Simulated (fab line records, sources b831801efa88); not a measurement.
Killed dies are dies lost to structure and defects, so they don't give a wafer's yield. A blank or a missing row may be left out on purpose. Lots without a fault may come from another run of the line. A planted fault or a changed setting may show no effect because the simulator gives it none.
Which tool did it? | flow sky130 | 6 lots, 18 wafers sampled, at 1 step of a route of 708

WHAT THE GAUGES READ, wafer by wafer
SKY_CONTACT_OVL_MEAS_15.
lot  | measured     | on         | CONTACT_OVL (nm)
L637 | day 32 07:41 | overlay-02 | 0 -9 -4
L640 | day 33 08:44 | overlay-02 | -10 -8 -10
L642 | day 33 20:08 | overlay-02 | -10 -5 -6
L644 | day 34 16:06 | overlay-01 | -10 -13 -10
L646 | day 35 06:32 | overlay-02 | -2 -13 -6
L648 | day 36 01:55 | overlay-01 | 2 -2 5

WHICH TOOL RAN EACH LOT (tool, then ch and the chambers of the sampled wafers, then the start)
The record holds no process step before these readings.

THE ANSWER, worked out from the rows above alone
Rule: what is usual is taken from the lots themselves. Put in order of their means at a reading, lots are off if they are a third of the lots or fewer, leave a main group of 4 or more, and stand apart from it by a gap of 3 or more times the standard deviation of the main group's means; of several such gaps the widest counts. A main group whose means are all the same, to the digits that the tables above print for the reading, isn't used. A lot without any number at a reading at which 4 lots or more have one is off too. The other lots that the step has rows for count as sound.
No lot is off at any reading shown: from this, nothing can be told.

WHAT THE SIMULATOR HAD PUT IN
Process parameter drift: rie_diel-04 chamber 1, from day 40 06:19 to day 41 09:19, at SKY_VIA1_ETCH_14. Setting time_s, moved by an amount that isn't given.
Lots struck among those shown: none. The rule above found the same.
